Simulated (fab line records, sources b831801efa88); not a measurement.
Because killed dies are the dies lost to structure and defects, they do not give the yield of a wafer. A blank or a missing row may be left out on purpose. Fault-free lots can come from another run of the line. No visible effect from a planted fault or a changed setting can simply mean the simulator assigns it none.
Which tool is to blame? :: flow gf180mcu :: 13 lots with 39 wafers sampled at 4 steps, on a route of 602 steps

== WHAT THE GAUGES READ, wafer by wafer ==
GF_HV_LDD_THK_MEAS_57. Usual: for HV_LDD_CVD_56_THK the level is 90.3 nm and the standard deviation is 0.79.
lot: L669
measured: day 13 00:11
on: filmMetro-02
HV_LDD_CVD_56_THK (nm): 91.1 91.2 91.5
flag: 

lot: L670
measured: day 13 01:13
on: filmMetro-01
HV_LDD_CVD_56_THK (nm): 91.2 92.2 91.3
flag: 

lot: L673
measured: day 14 02:08
on: filmMetro-04
HV_LDD_CVD_56_THK (nm): 89.6 89.1 89.3
flag: 

lot: L675
measured: day 14 15:22
on: filmMetro-04
HV_LDD_CVD_56_THK (nm): 90.9 90.8 91.1
flag: 

lot: L676
measured: day 15 03:36
on: filmMetro-04
HV_LDD_CVD_56_THK (nm): 90.3 89.7 90.3
flag: 

lot: L677
measured: day 15 06:55
on: filmMetro-04
HV_LDD_CVD_56_THK (nm): 90.0 89.6 90.0
flag: 

lot: L678
measured: day 15 20:33
on: filmMetro-02
HV_LDD_CVD_56_THK (nm): 90.5 90.3 90.8
flag: 

lot: L679
measured: day 16 01:27
on: filmMetro-01
HV_LDD_CVD_56_THK (nm): 91.0 90.3 90.4
flag: 

lot: L680
measured: day 16 11:29
on: filmMetro-02
HV_LDD_CVD_56_THK (nm): 90.4 90.6 89.6
flag: 

lot: L686
measured: day 18 10:20
on: filmMetro-02
HV_LDD_CVD_56_THK (nm): 90.4 89.5 89.2
flag: 

lot: L688
measured: day 19 11:01
on: filmMetro-02
HV_LDD_CVD_56_THK (nm): 89.6 89.9 90.1
flag: 

lot: L689
measured: day 19 15:19
on: filmMetro-01
HV_LDD_CVD_56_THK (nm): 90.4 89.6 89.7
flag: 

lot: L691
measured: day 20 13:35
on: filmMetro-01
HV_LDD_CVD_56_THK (nm): 89.9 90.5 90.4
flag: 

GF_NSD_CD_MEAS_07: the cd target is 400 nm. Usual: cdNm at 400.0 nm, with a standard deviation of 2.6.
lot: L669
measured: day 13 20:30
on: cdSem-02
cdNm (nm): 395.7 398.6 398.9
flag: 

lot: L670
measured: day 13 21:46
on: cdSem-01
cdNm (nm): 398.4 398.1 398.6
flag: 

lot: L673
measured: day 14 22:53
on: cdSem-02
cdNm (nm): 399.2 401.0 400.2
flag: 

lot: L675
measured: day 15 11:59
on: cdSem-02
cdNm (nm): 395.9 396.4 395.2
flag: 

lot: L676
measured: day 16 01:16
on: cdSem-02
cdNm (nm): 397.3 397.0 399.0
flag: 

lot: L677
measured: day 16 04:28
on: cdSem-01
cdNm (nm): 400.0 399.6 397.3
flag: 

lot: L678
measured: day 16 18:08
on: cdSem-01
cdNm (nm): 263.7 398.8 398.8
flag: OFF

lot: L679
measured: day 16 22:41
on: cdSem-02
cdNm (nm): 398.5 397.4 399.2
flag: 

lot: L680
measured: day 17 09:20
on: cdSem-02
cdNm (nm): 268.1 265.9 401.5
flag: OFF

lot: L686
measured: day 19 10:29
on: cdSem-01
cdNm (nm): 399.0 399.5 400.0
flag: 

lot: L688
measured: day 20 11:16
on: cdSem-02
cdNm (nm): 405.2 403.3 400.9
flag: 

lot: L689
measured: day 20 15:23
on: cdSem-02
cdNm (nm): 406.0 404.2 404.2
flag: 

lot: L691
measured: day 21 13:45
on: cdSem-01
cdNm (nm): 400.4 399.5 398.6
flag: 

== TOOL THAT RAN EACH LOT (tool first, then ch and the chambers of the sampled wafers, then the start) ==
lot: L669
GF_HV_LDD_STRIP_37: plasmaAsher-03 ch 0,1, day 12 01:51
GF_NSD_DEVELOP_06: lithoTrack-04 ch 0, day 13 20:22

lot: L670
GF_HV_LDD_STRIP_37: plasmaAsher-01 ch 0,1, day 12 02:15
GF_NSD_DEVELOP_06: lithoTrack-02 ch 0, day 13 21:37

lot: L673
GF_HV_LDD_STRIP_37: plasmaAsher-03 ch 0,1, day 13 02:31
GF_NSD_DEVELOP_06: lithoTrack-01 ch 0, day 14 22:44

lot: L675
GF_HV_LDD_STRIP_37: plasmaAsher-01 ch 0,1, day 13 15:33
GF_NSD_DEVELOP_06: lithoTrack-04 ch 0, day 15 11:50

lot: L676
GF_HV_LDD_STRIP_37: plasmaAsher-01 ch 0,1, day 14 03:51
GF_NSD_DEVELOP_06: lithoTrack-02 ch 0, day 16 01:05

lot: L677
GF_HV_LDD_STRIP_37: plasmaAsher-01 ch 0,1, day 14 06:37
GF_NSD_DEVELOP_06: lithoTrack-02 ch 0, day 16 04:19

lot: L678
GF_HV_LDD_STRIP_37: plasmaAsher-02 ch 0,1, day 14 19:48
GF_NSD_DEVELOP_06: lithoTrack-02 ch 0, day 16 17:59

lot: L679
GF_HV_LDD_STRIP_37: plasmaAsher-03 ch 0,1, day 15 00:50
GF_NSD_DEVELOP_06: lithoTrack-01 ch 0, day 16 22:32

lot: L680
GF_HV_LDD_STRIP_37: plasmaAsher-03 ch 0,1, day 15 10:56
GF_NSD_DEVELOP_06: lithoTrack-02 ch 0, day 17 09:11

lot: L686
GF_HV_LDD_STRIP_37: plasmaAsher-03 ch 0,1, day 17 09:08
GF_NSD_DEVELOP_06: lithoTrack-01 ch 0, day 19 10:20

lot: L688
GF_HV_LDD_STRIP_37: plasmaAsher-02 ch 0,1, day 18 07:43
GF_NSD_DEVELOP_06: lithoTrack-02 ch 0, day 20 11:07

lot: L689
GF_HV_LDD_STRIP_37: plasmaAsher-03 ch 0,1, day 18 11:53
GF_NSD_DEVELOP_06: lithoTrack-01 ch 0, day 20 15:14

lot: L691
GF_HV_LDD_STRIP_37: plasmaAsher-01 ch 0,1, day 19 09:59
GF_NSD_DEVELOP_06: lithoTrack-04 ch 0, day 21 13:37
- GF_HV_LDD_STRIP_37: strips in O2/N2.
- GF_NSD_DEVELOP_06: develop time 60 s.

== WHAT THE TOOLS THEMSELVES READ (means of the sampled wafers that have a number; where no wafer has one, the mark that the record gives instead) ==
GF_HV_LDD_STRIP_37. Usual: drypumpMotorCurrentA 6.0 A, standard deviation 0.5; heaterPowerW 330 W, standard deviation 15; oesProductAu 0.716 a.u., standard deviation 0.0043; platenTempC 250.00 C, standard deviation 0.16; stripTimeToEndpointS 12.63 s, standard deviation 0.042.
lot: L669
tool: plasmaAsher-03
drypumpMotorCurrentA (A): 5.7
heaterPowerW (W): 329
oesProductAu (a.u.): 0.716
platenTempC (C): 250.19
stripTimeToEndpointS (s): 12.65
flag: 

lot: L670
tool: plasmaAsher-01
drypumpMotorCurrentA (A): 6.1
heaterPowerW (W): 333
oesProductAu (a.u.): 0.718
platenTempC (C): 250.05
stripTimeToEndpointS (s): 12.70
flag: 

lot: L673
tool: plasmaAsher-03
drypumpMotorCurrentA (A): 6.0
heaterPowerW (W): 335
oesProductAu (a.u.): 0.714
platenTempC (C): 250.09
stripTimeToEndpointS (s): 12.64
flag: 

lot: L675
tool: plasmaAsher-01
drypumpMotorCurrentA (A): 6.1
heaterPowerW (W): 333
oesProductAu (a.u.): 0.711
platenTempC (C): 250.02
stripTimeToEndpointS (s): 12.64
flag: 

lot: L676
tool: plasmaAsher-01
drypumpMotorCurrentA (A): 5.9
heaterPowerW (W): 330
oesProductAu (a.u.): 0.719
platenTempC (C): 249.93
stripTimeToEndpointS (s): 12.64
flag: 

lot: L677
tool: plasmaAsher-01
drypumpMotorCurrentA (A): 5.9
heaterPowerW (W): 317
oesProductAu (a.u.): 0.714
platenTempC (C): 250.08
stripTimeToEndpointS (s): 12.61
flag: 

lot: L678
tool: plasmaAsher-02
drypumpMotorCurrentA (A): 6.4
heaterPowerW (W): 345
oesProductAu (a.u.): 0.723
platenTempC (C): 250.12
stripTimeToEndpointS (s): 12.69
flag: 

lot: L679
tool: plasmaAsher-03
drypumpMotorCurrentA (A): 5.7
heaterPowerW (W): 325
oesProductAu (a.u.): 0.713
platenTempC (C): 249.99
stripTimeToEndpointS (s): 12.61
flag: 

lot: L680
tool: plasmaAsher-03
drypumpMotorCurrentA (A): 5.7
heaterPowerW (W): 327
oesProductAu (a.u.): 0.716
platenTempC (C): 250.15
stripTimeToEndpointS (s): 12.59
flag: 

lot: L686
tool: plasmaAsher-03
drypumpMotorCurrentA (A): 6.0
heaterPowerW (W): 331
oesProductAu (a.u.): 0.714
platenTempC (C): 250.05
stripTimeToEndpointS (s): 12.60
flag: 

lot: L688
tool: plasmaAsher-02
drypumpMotorCurrentA (A): 6.4
heaterPowerW (W): 348
oesProductAu (a.u.): 0.716
platenTempC (C): 250.00
stripTimeToEndpointS (s): 12.63
flag: 

lot: L689
tool: plasmaAsher-03
drypumpMotorCurrentA (A): 6.0
heaterPowerW (W): 332
oesProductAu (a.u.): 0.714
platenTempC (C): 249.90
stripTimeToEndpointS (s): 12.68
flag: 

lot: L691
tool: plasmaAsher-01
drypumpMotorCurrentA (A): 5.8
heaterPowerW (W): 321
oesProductAu (a.u.): 0.717
platenTempC (C): 249.96
stripTimeToEndpointS (s): 12.62
flag: 

GF_NSD_DEVELOP_06. Usual: exhaustPa at 45.1 Pa, with a standard deviation of 0.88.
lot: L669
tool: lithoTrack-04
exhaustPa (Pa): 44.2
flag: 

lot: L670
tool: lithoTrack-02
exhaustPa (Pa): 45.8
flag: 

lot: L673
tool: lithoTrack-01
exhaustPa (Pa): 44.3
flag: 

lot: L675
tool: lithoTrack-04
exhaustPa (Pa): 44.8
flag: 

lot: L676
tool: lithoTrack-02
exhaustPa (Pa): 45.2
flag: 

lot: L677
tool: lithoTrack-02
exhaustPa (Pa): 44.1
flag: 

lot: L678
tool: lithoTrack-02
exhaustPa (Pa): 46.1
flag: 

lot: L679
tool: lithoTrack-01
exhaustPa (Pa): 43.6
flag: 

lot: L680
tool: lithoTrack-02
exhaustPa (Pa): 45.4
flag: 

lot: L686
tool: lithoTrack-01
exhaustPa (Pa): 45.0
flag: 

lot: L688
tool: lithoTrack-02
exhaustPa (Pa): 45.8
flag: 

lot: L689
tool: lithoTrack-01
exhaustPa (Pa): 45.5
flag: 

lot: L691
tool: lithoTrack-04
exhaustPa (Pa): 45.3
flag: 

== THE ANSWER, worked out from the rows above alone ==
Rule: a lot is off if the mean of its wafers that have a number lies more than 3 standard deviations from the usual mean. Also off: a lot with no number at a reading for which 4 or more lots have one. All remaining lots with rows at the step are treated as sound. Order of review: gauges by route order, followed by the tools' own readings, for which a lot's mean as printed above is used. The first step at which some lot is off is used, and at that step the reading that is off furthest; a lot without a number counts as furthest.
Off: L678, L680, at GF_NSD_CD_MEAS_07 (cdNm).
If a tool, at a process step before that reading, ran all the lots that are off and no sound lot after the first of them, it fits. The gauges at GF_NSD_CD_MEAS_07 are tried like those tools. Not one of the candidates tried fits.

== WHAT HAD BEEN PUT IN BY THE SIMULATOR ==
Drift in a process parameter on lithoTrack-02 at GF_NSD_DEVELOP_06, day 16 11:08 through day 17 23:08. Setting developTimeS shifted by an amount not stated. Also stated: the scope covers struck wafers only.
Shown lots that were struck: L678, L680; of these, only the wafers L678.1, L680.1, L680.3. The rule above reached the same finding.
